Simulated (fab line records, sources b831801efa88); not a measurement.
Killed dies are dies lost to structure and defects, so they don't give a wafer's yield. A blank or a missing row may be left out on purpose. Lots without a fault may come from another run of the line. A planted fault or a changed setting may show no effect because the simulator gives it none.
fab line records | flow sky130
record lots=11 wafers=33 last_day=50
route steps=708 shown LOCAL_INTERCONNECT@399 CONTACT@429 METAL1@452 METAL4@600 PAD_OPEN@708
lots that met no fault: from a run of the same line without faults
start_h: hours from the record's first day to the start of the lot's first wafer shown | wait_h: hours since the lot's step before | " the same as in the row above | L1.1+2: a row that stands for several wafers | - no value, or no start given | * or withheld: withheld | < > ~ a bound
route shown NAME@n: a module of which the file shows steps, and the number in the route of the first | usual: mean/standard deviation of fault-free wafers | same: alike in all rows | chamber/n: place in a boat | sites: the reading at each site | _std_site: their standard deviation | _edge_site: outer sites' mean less inner sites' | radius_mm: how far each site lies from the wafer's centre | mask NAME#n: copy n | behind: the tool/chamber that last shaped the wafer | hold: why the lot was held/for how many hours/how that ended | device: the transistor (n, p or np) that didn't switch | end of line: the same wafers' tests at the end of the route | a step without rows: its recipe alone | killed: dies lost to structure and defects at the first sort, not the wafer's yield | map: a wafer's dies, x killed, . not, _ none there
set.NAME: the setting as run; set.NAME@STEP: as run at that earlier step | model.NAME: the simulator's own value behind a step, which no gauge read
steps of the route over a sample of lots; a table a step, a row a wafer
services: from which hour (start_h, from the record's first day; less than 0 if before it) a tool's chamber was out of use, for how many hours, and why
## steps
# step SKY_LOCAL_INTERCONNECT_OVL_MEAS_12
# usual LOCAL_INTERCONNECT_OVL=3/6.8
# columns lot.wafer tool chamber start_h wait_h LOCAL_INTERCONNECT_OVL[nm]
L885.1 overlay-02 - 691.41 0.1 4
L885.3 " - " " 8
L885.5 " - " " 4
L888.2 overlay-02 - 757.23 0.1 5
L888.3 " - " " -5
L888.5 " - " " -16
L891.2 overlay-02 - 760.31 0.1 3
L891.4 " - " " 2
L891.6 " - " " 3
L890.3 overlay-01 - 763.38 0.1 5
L890.4 " - " " 10
L890.6 " - " " 9
L896.2 overlay-02 - 789.73 0.1 4
L896.3 " - " " 4
L896.4 " - " " 2
L897.3 overlay-01 - 796.08 0.1 -5
L897.4 " - " " -2
L897.6 " - " " 3
L898.2 overlay-02 - 799.37 0.1 2
L898.3 " - " " -5
L898.4 " - " " 3
L899.1 overlay-02 - 811.82 0.1 -1
L899.4 " - " " -2
L899.5 " - " " -4
L901.1 overlay-02 - 837.51 0.1 5
L901.2 " - " " -7
L901.4 " - " " -6
L907.2 overlay-02 - 873.92 0.1 -3
L907.3 " - " " 6
L907.6 " - " " 4
L908.1 overlay-01 - 878.72 0.1 17
L908.2 " - " " 7
L908.3 " - " " 12
# step SKY_CONTACT_SPUTTER_23
# recipe material=TiN target_thk_nm=20 chamber_pressure_pa=5 power_w=4000 time_s=80
# usual throttle_valve_pct=30.0/1.1
# columns lot.wafer tool chamber start_h wait_h throttle_valve_pct
L885.1 pvd_sputter-04 - 721.73 0.0 30.6
L885.3 " - " " 31.1
L885.5 " - " " 31.1
L888.2 pvd_sputter-03 - 787.00 0.0 28.5
L888.3 " - " " 30.6
L888.5 " - " " 30.3
L891.2 pvd_sputter-04 - 789.20 0.0 30.3
L891.4 " - " " 31.3
L891.6 " - " " 30.4
L890.3 pvd_sputter-04 - 792.46 0.0 31.2
L890.4 " - " " 29.8
L890.6 " - " " 31.3
L896.2 pvd_sputter-02 - 818.43 0.0 30.3
L896.3 " - " " 31.1
L896.4 " - " " 29.8
L897.3 pvd_sputter-03 - 824.34 0.0 28.6
L897.4 " - " " 27.7
L897.6 " - " " 30.6
L898.2 pvd_sputter-04 - 827.79 0.0 30.1
L898.3 " - " " 31.3
L898.4 " - " " 29.6
L899.1 pvd_sputter-03 - 839.90 0.0 27.8
L899.4 " - " " 30.7
L899.5 " - " " 28.0
L901.1 pvd_sputter-03 - 865.36 0.0 30.7
L901.2 " - " " 27.8
L901.4 " - " " 28.5
L907.2 pvd_sputter-04 - 902.83 0.0 30.5
L907.3 " - " " 29.9
L907.6 " - " " 30.2
L908.1 pvd_sputter-04 - 907.46 0.0 29.7
L908.2 " - " " 31.0
L908.3 " - " " 31.5
# step SKY_METAL1_ETCH_18
# recipe chemistry=N2/H2 target=BARC ion_energy_ev=200 bias_w=100 pressure_mtorr=30 n2_flow_sccm=100 h2_flow_sccm=200 icp_w=500 stop_on=SiO2 time_s=45.9 target_depth_a=600
# usual drypump_motor_current_A=5.64/0.28 h2_flow_sccm=199.9/0.61 oes_product_au=0.854/0.0052 throttle_valve_pct=13.226/0.0097
# columns lot.wafer tool chamber start_h wait_h drypump_motor_current_A h2_flow_sccm oes_product_au rf_hours_counter_h throttle_valve_pct
L885.1 rie_metal-02 1 750.31 0.0 5.70 199.9 0.858 13 13.222
L885.3 " 1 " " 5.73 200.5 0.861 - 13.221
L885.5 " 1 " " 5.71 199.8 0.847 - 13.209
L888.2 rie_metal-02 0 815.31 0.0 5.71 199.0 0.856 7 13.222
L888.3 " 1 " " 5.74 198.5 0.857 - 13.241
L888.5 " 1 " " 5.74 198.9 0.851 - 13.232
L891.2 rie_metal-02 0 817.28 0.0 5.68 200.1 0.853 8 13.223
L891.4 " 1 " " 5.71 199.9 0.852 - 13.221
L891.6 " 0 " " 5.70 200.6 0.855 - 13.229
L890.3 rie_metal-04 1 821.03 0.0 5.86 199.8 0.859 - 13.229
L890.4 " 0 " " 5.71 199.8 0.860 - 13.240
L890.6 " 0 " " 5.75 199.6 0.849 - 13.228
L896.2 rie_metal-04 0 845.41 0.0 5.74 201.4 0.863 6 13.236
L896.3 " 0 " " 5.74 199.8 0.856 - 13.219
L896.4 " 1 " " 5.86 199.4 0.862 - 13.231
L897.3 rie_metal-01 1 851.31 0.0 4.96 199.7 0.863 - 13.233
L897.4 " 0 " " 5.70 200.4 0.848 - 13.238
L897.6 " 1 " " 4.94 200.0 0.847 - 13.207
L898.2 rie_metal-04 0 855.03 0.0 5.72 199.7 0.852 7 13.230
L898.3 " 0 " " 5.72 198.5 0.862 - 13.225
L898.4 " 1 " " 5.86 200.8 0.856 - 13.220
L899.1 rie_metal-02 0 866.99 0.0 5.71 200.0 0.847 10 13.225
L899.4 " 1 " " 5.70 198.6 0.856 - 13.221
L899.5 " 0 " " 5.69 200.4 0.852 - 13.228
L901.1 rie_metal-01 1 893.29 0.0 4.93 199.3 0.853 9 13.220
L901.2 " 0 " " 5.71 198.7 0.845 14 13.219
L901.4 " 0 " " 5.69 199.2 0.857 - 13.225
L907.2 rie_metal-02 1 928.34 0.0 5.72 200.7 0.857 5 13.250
L907.3 " 0 " " 5.70 199.0 0.858 - 13.237
L907.6 " 1 " " 5.74 200.7 0.851 - 13.230
L908.1 rie_metal-01 0 932.83 0.0 5.67 199.5 0.856 15 13.244
L908.2 " 1 " " 4.94 200.3 0.845 10 13.213
L908.3 " 0 " " 5.68 199.8 0.846 - 13.221
# step SKY_METAL4_SPUTTER_02
# recipe material=AlCu target_thk_nm=735 power_w=10600 time_s=39.1 chamber_pressure_pa=0.4
# usual throttle_valve_pct=30.0/1.1
# columns lot.wafer tool chamber start_h wait_h throttle_valve_pct
L885.1 pvd_sputter-03 - 919.00 0.0 30.7
L885.3 " - " " 30.4
L885.5 " - " " 30.8
L888.2 pvd_sputter-03 - 977.05 0.0 27.9
L888.3 " - " " 28.7
L888.5 " - " " 30.8
L891.2 pvd_sputter-03 - 980.05 0.0 28.9
L891.4 " - " " 30.6
L891.6 " - " " 28.7
L890.3 pvd_sputter-03 - 982.96 0.0 30.8
L890.4 " - " " 27.9
L890.6 " - " " 30.7
L896.2 pvd_sputter-03 - 1004.70 0.0 28.0
L896.3 " - " " 30.5
L896.4 " - " " 30.5
L897.3 pvd_sputter-03 - 1010.45 0.0 28.7
L897.4 " - " " 28.0
L897.6 " - " " 28.6
L898.2 pvd_sputter-03 - 1014.11 0.0 28.7
L898.3 " - " " 30.4
L898.4 " - " " 27.8
L899.1 pvd_sputter-03 - 1023.16 0.0 28.6
L899.4 " - " " 28.2
L899.5 " - " " 30.5
L901.1 pvd_sputter-03 - 1046.86 0.0 30.3
L901.2 " - " " 28.6
L901.4 " - " " 28.1
L907.2 pvd_sputter-04 - 1078.20 0.0 30.0
L907.3 " - " " 31.7
L907.6 " - " " 30.0
L908.1 pvd_sputter-04 - 1082.09 0.0 31.2
L908.2 " - " " 30.4
L908.3 " - " " 31.3
# step SKY_METAL4_METAL_ETCH_18
# recipe target_depth_a=8450 stop_on=SiO2 over_etch_frac=0.3 time_s=183.1 chemistry=Cl2/BCl3 resist_sidewall_deg=88 pressure_mtorr=10 icp_w=900 bias_w=48.5 Cl2_flow_sccm=60 bcl3_flow_sccm=30
# usual bcl3_flow_sccm=29.99/0.093 drypump_motor_current_A=5.86/0.3 oes_product_au=0.868/0.0065 throttle_valve_pct=22.263/0.0091
# columns lot.wafer tool chamber start_h wait_h bcl3_flow_sccm drypump_motor_current_A oes_product_au rf_hours_counter_h throttle_valve_pct
L885.1 rie_metal-03 1 969.36 0.0 29.77 6.65 0.857 15 22.263
L885.3 " 0 " " 30.04 5.71 0.867 - 22.258
L885.5 " 0 " " 30.08 5.72 0.863 - 22.277
L888.2 rie_metal-03 0 1024.41 0.0 29.85 5.72 0.868 8 22.266
L888.3 " 0 " " 29.96 5.74 0.874 - 22.271
L888.5 " 1 " " 30.06 6.64 0.857 - 22.273
L891.2 rie_metal-04 1 1026.65 0.0 29.98 5.85 0.857 5 22.260
L891.4 " 1 " " 30.09 5.85 0.856 - 22.268
L891.6 " 1 " " 30.06 5.81 0.868 - 22.264
L890.3 rie_metal-04 0 1030.16 0.1 29.82 5.70 0.860 - 22.247
L890.4 " 1 " " 29.93 5.86 0.865 - 22.262
L890.6 " 1 " " 30.07 5.90 0.852 - 22.258
L896.2 rie_metal-02 0 1050.16 0.0 30.04 5.69 0.868 19 22.272
L896.3 " 1 " " 29.97 5.67 0.875 - 22.264
L896.4 " 0 " " 29.91 5.70 0.871 - 22.260
L897.3 rie_metal-04 0 1056.42 0.1 30.00 5.71 0.859 - 22.284
L897.4 " 1 " " 29.80 5.87 0.868 - 22.269
L897.6 " 0 " " 30.02 5.71 0.855 - 22.248
L898.2 rie_metal-03 1 1059.66 0.0 29.95 6.62 0.861 20 22.260
L898.3 " 1 " " 29.87 6.62 0.868 - 22.272
L898.4 " 0 " " 29.94 5.72 0.748 - 22.255
L899.1 rie_metal-03 1 1069.30 0.0 29.88 6.62 0.744 21 22.267
L899.4 " 0 " " 30.15 5.70 0.742 - 22.255
L899.5 " 0 " " 30.10 5.72 0.857 - 22.272
L901.1 rie_metal-02 0 1090.13 0.0 30.21 5.69 0.739 22 22.248
L901.2 " 1 " " 29.91 5.68 0.855 15 22.263
L901.4 " 1 " " 29.93 5.70 0.740 - 22.261
L907.2 rie_metal-02 1 1121.10 0.0 30.02 5.72 0.864 17 22.264
L907.3 " 1 " " 30.00 5.68 0.858 - 22.257
L907.6 " 1 " " 29.96 5.70 0.873 - 22.262
L908.1 rie_metal-04 1 1126.01 0.0 29.99 5.85 0.867 12 22.264
L908.2 " 0 " " 30.08 5.73 0.869 24 22.260
L908.3 " 1 " " 30.01 5.81 0.867 - 22.274
# step SKY_PAD_OPEN_PROBE_99
# usual defect_limited_yield=82.6/1.8 killed_at_M0_to_M3=43/7 killed_at_M4_up=3.4/1.9 killed_at_contacts=24/5.4 killed_at_front_end=15/4.4 killed_at_other=0.4/0.63 killed_dies=86/9.1 killed_open=46/6.6 killed_short=39/6.6 sort_bin_3_pad_short=0.9/0.46 sort_bin_5_function=10.3/1.4 sort_bin_6_memory=6.2/1.1 sort_n_pass=406/9.1 sort_yield_pct=82.6/1.8
# same gross_dies=492 killed_at_back_side=0 sort_bin_4_leakage[%]=0 sort_bin_8_speed[%]=0
# columns lot.wafer tool chamber start_h wait_h defect_limited_yield[%] killed_at_M0_to_M3 killed_at_M4_up killed_at_contacts killed_at_front_end killed_at_other killed_dies killed_open killed_short sort_bin_3_pad_short[%] sort_bin_5_function[%] sort_bin_6_memory[%] sort_n_pass sort_yield_pct[%]
L897.3 prober-01 - 1143.12 0.2 82.3 50 6 14 16 1 87 44 43 0.4 12.2 5.1 405 82.3
L897.4 prober-01 - 1143.17 0.2 83.7 42 1 23 14 0 80 51 29 0.2 11.2 4.9 412 83.7
L897.6 prober-01 - 1143.27 0.2 82.1 42 3 24 18 1 88 50 38 1.2 10.6 6.1 404 82.1
L898.2 prober-02 - 1147.09 0.1 84.3 34 3 20 20 0 77 46 31 0.8 9.3 5.5 415 84.3
L898.3 prober-02 - 1147.14 0.2 82.1 41 7 21 18 1 88 48 40 1.2 10.0 6.7 404 82.1
L898.4 prober-02 - 1147.19 0.2 82.7 29 4 25 26 1 85 45 40 1.4 10.6 5.3 407 82.7
L899.1 prober-01 - 1153.27 0.1 82.5 51 3 16 16 0 86 47 39 0.6 10.0 6.9 406 82.5
L899.4 prober-01 - 1153.42 0.2 82.7 43 2 28 12 0 85 47 38 1.2 11.0 5.1 407 82.7
L899.5 prober-01 - 1153.47 0.2 79.5 59 5 21 16 0 101 54 47 1.0 12.2 7.3 391 79.5
L901.1 prober-01 - 1171.39 0.1 83.7 50 3 12 15 0 80 43 37 0.8 10.2 5.3 412 83.7
L901.2 prober-01 - 1171.44 0.1 82.5 53 5 21 7 0 86 46 39 0.4 10.2 6.9 406 82.5
L901.4 prober-01 - 1171.54 0.2 80.5 57 4 24 11 0 96 45 50 1.2 11.8 6.5 396 80.5
L907.2 prober-01 - 1194.92 0.1 84.8 34 3 24 14 0 75 39 36 1.4 8.1 5.7 417 84.8
L907.3 prober-01 - 1194.97 0.2 80.7 44 0 33 17 1 95 39 56 0.8 10.4 8.1 397 80.7
L907.6 prober-01 - 1195.12 0.2 86.2 34 1 20 13 0 68 33 35 0.4 9.3 4.1 424 86.2
L908.1 prober-02 - 1201.02 0.1 82.7 52 2 15 14 2 85 50 33 0.2 11.4 5.7 407 82.7
L908.2 prober-02 - 1201.07 0.1 78.5 50 9 24 21 2 106 49 56 2.0 11.8 7.7 386 78.5
L908.3 prober-02 - 1201.12 0.2 83.5 45 7 20 9 0 81 44 37 1.0 9.6 5.9 411 83.5
# killed by level:class
L897.3 VIA2:geometric_particle:open=9 METAL1:geometric_particle:short=7 VIA3:geometric_particle:open=6 CONTACT:geometric_particle:open=5 VIA1:geometric_particle:open=5 FIELD_ISO:geometric_particle:open=4 POLY_GATE:geometric_particle:open=4 METAL2:geometric_particle:short=4
L897.4 LI_CONTACT:geometric_particle:open=13 VIA1:geometric_particle:open=11 METAL1:geometric_particle:short=6 VIA2:geometric_particle:open=6 VIA1:geometric_particle:short=5 VIA3:geometric_particle:open=5 POLY_GATE:geometric_particle:open=4 CONTACT:geometric_particle:open=4
L897.6 VIA1:geometric_particle:open=11 CONTACT:geometric_particle:open=10 VIA2:geometric_particle:open=8 POLY_GATE:geometric_particle:short=7 LI_CONTACT:geometric_particle:open=6 METAL1:geometric_particle:short=6 METAL2:geometric_particle:short=5 FIELD_ISO:geometric_particle:open=4
L898.2 VIA1:geometric_particle:open=11 CONTACT:geometric_particle:open=9 FIELD_ISO:geometric_particle:open=6 POLY_GATE:geometric_particle:open=6 VIA2:geometric_particle:open=5 LOCAL_INTERCONNECT:geometric_particle:short=4 CONTACT:geometric_particle:short=4 VIA2:geometric_particle:short=4
L898.3 VIA1:geometric_particle:open=9 FIELD_ISO:geometric_particle:open=7 LI_CONTACT:geometric_particle:open=7 METAL4:geometric_particle:short=7 CONTACT:geometric_particle:open=7 METAL1:geometric_particle:short=7 VIA3:geometric_particle:open=7 VIA2:geometric_particle:open=6
L898.4 FIELD_ISO:geometric_particle:open=10 CONTACT:geometric_particle:open=10 FIELD_ISO:geometric_particle:short=9 VIA1:geometric_particle:open=9 LI_CONTACT:geometric_particle:open=6 CONTACT:geometric_particle:short=5 METAL3:geometric_particle:short=4 POLY_GATE:geometric_particle:short=3
L899.1 VIA1:geometric_particle:open=12 VIA2:geometric_particle:open=11 VIA1:geometric_particle:short=7 LI_CONTACT:geometric_particle:open=5 CONTACT:geometric_particle:open=5 VIA2:geometric_particle:short=5 FIELD_ISO:geometric_particle:open=4 FIELD_ISO:geometric_particle:short=3
L899.4 VIA1:geometric_particle:open=11 CONTACT:geometric_particle:open=10 LI_CONTACT:geometric_particle:open=7 LOCAL_INTERCONNECT:geometric_particle:short=6 METAL2:geometric_particle:short=6 VIA1:geometric_particle:short=5 LI_CONTACT:geometric_particle:short=4 METAL1:geometric_particle:short=4
L899.5 VIA1:geometric_particle:open=12 CONTACT:geometric_particle:open=9 VIA2:geometric_particle:open=9 VIA3:geometric_particle:open=8 FIELD_ISO:geometric_particle:short=7 METAL2:geometric_particle:short=7 VIA2:geometric_particle:short=6 LI_CONTACT:geometric_particle:open=5
L901.1 VIA3:geometric_particle:open=9 VIA1:geometric_particle:open=8 METAL2:geometric_particle:short=7 VIA2:geometric_particle:open=5 POLY_GATE:geometric_particle:short=4 METAL1:geometric_particle:short=4 VIA3:geometric_particle:short=4 FIELD_ISO:geometric_particle:short=3
L901.2 VIA3:geometric_particle:open=12 CONTACT:geometric_particle:open=11 VIA1:geometric_particle:open=9 METAL2:geometric_particle:short=9 VIA2:geometric_particle:open=5 METAL1:geometric_particle:short=4 VIA1:geometric_particle:short=4 VIA2:geometric_particle:short=4
L901.4 VIA1:geometric_particle:open=10 VIA3:geometric_particle:open=10 METAL2:geometric_particle:short=9 CONTACT:geometric_particle:short=8 CONTACT:geometric_particle:open=6 VIA2:geometric_particle:open=5 METAL1:geometric_particle:short=5 VIA3:geometric_particle:short=5
L907.2 CONTACT:geometric_particle:open=9 POLY_GATE:geometric_particle:open=6 VIA2:geometric_particle:open=6 VIA1:geometric_particle:open=6 LOCAL_INTERCONNECT:geometric_particle:short=5 CONTACT:geometric_particle:short=5 METAL2:geometric_particle:short=4 LI_CONTACT:geometric_particle:open=4
L907.3 CONTACT:geometric_particle:open=11 CONTACT:geometric_particle:short=10 VIA1:geometric_particle:open=8 METAL2:geometric_particle:short=8 VIA2:geometric_particle:short=7 LOCAL_INTERCONNECT:geometric_particle:short=6 POLY_GATE:geometric_particle:open=5 VIA1:geometric_particle:short=5
L907.6 CONTACT:geometric_particle:open=6 METAL1:geometric_particle:short=6 VIA1:geometric_particle:open=6 LI_CONTACT:geometric_particle:open=5 FIELD_ISO:geometric_particle:short=4 LOCAL_INTERCONNECT:geometric_particle:short=4 CONTACT:geometric_particle:short=4 VIA3:geometric_particle:short=4
L908.1 VIA1:geometric_particle:open=18 CONTACT:geometric_particle:open=6 VIA2:geometric_particle:open=6 VIA3:geometric_particle:open=6 VIA2:geometric_particle:short=5 LI_CONTACT:geometric_particle:open=4 METAL1:geometric_particle:short=4 VIA1:geometric_particle:short=4
L908.2 VIA1:geometric_particle:open=9 VIA2:geometric_particle:open=8 VIA1:geometric_particle:short=8 CONTACT:geometric_particle:open=7 METAL4:geometric_particle:short=7 LI_CONTACT:geometric_particle:open=6 CONTACT:geometric_particle:short=5 METAL1:geometric_particle:short=5
L908.3 VIA3:geometric_particle:open=12 LI_CONTACT:geometric_particle:open=9 VIA1:geometric_particle:open=8 METAL4:geometric_particle:short=6 METAL2:geometric_particle:short=6 METAL1:geometric_particle:short=5 CONTACT:geometric_particle:short=4 CONTACT:geometric_particle:open=4
## services
# columns tool chamber start_h hours kind
rie_metal-03 - 721.60 15.6 pm
rie_metal-04 - 749.36 1.1 repair
rie_metal-03 1 752.45 6.3 repair
pvd_sputter-02 - 764.33 2.5 repair
pvd_sputter-03 - 766.08 4.3 repair
rie_metal-02 1 768.17 - clean
rie_metal-02 1 768.17 24.4 scheduled_down
rie_metal-01 - 789.68 0.4 repair
rie_metal-01 1 791.01 18.2 repair
pvd_sputter-03 - 794.92 6.0 repair
rie_metal-02 - 823.72 2.8 pm
rie_metal-01 - 833.42 4.0 pm
pvd_sputter-02 - 850.08 5.0 repair
rie_metal-01 - 902.66 15.6 pm
rie_metal-01 - 923.76 2.7 repair
pvd_sputter-03 - 945.81 0.8 repair
rie_metal-01 - 985.16 2.6 repair
rie_metal-04 1 997.98 14.3 repair
rie_metal-01 1 998.53 12.9 repair
pvd_sputter-02 - 1024.37 1.9 repair
pvd_sputter-02 - 1046.60 3.0 repair
rie_metal-03 - 1095.31 0.6 repair
pvd_sputter-03 - 1101.54 2.0 repair
pvd_sputter-03 - 1119.84 4.1 repair
## key
first_sign step=SKY_METAL4_METAL_ETCH_18 reading=oes_product_au direction=down sigmas=19 usual=0.868 struck=0.743
effect none on later readings
met_at SKY_METAL4_SPUTTER_02
struck_lots L898,L899,L901
struck_wafers L898.4,L899.1,L899.4,L901.1,L901.4
not_acting_at SKY_LOCAL_INTERCONNECT_OVL_MEAS_12,SKY_CONTACT_SPUTTER_23,SKY_METAL1_ETCH_18
onset_between 1010.45 1014.11
fault kind=process_parameter_drift tool=pvd_sputter-03 chamber=- onset_h=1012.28 steps=SKY_METAL4_SPUTTER_02 channel=time_s offset=* shape=step end_h=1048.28 scope=struck_wafers_only acts_in=* stated=*
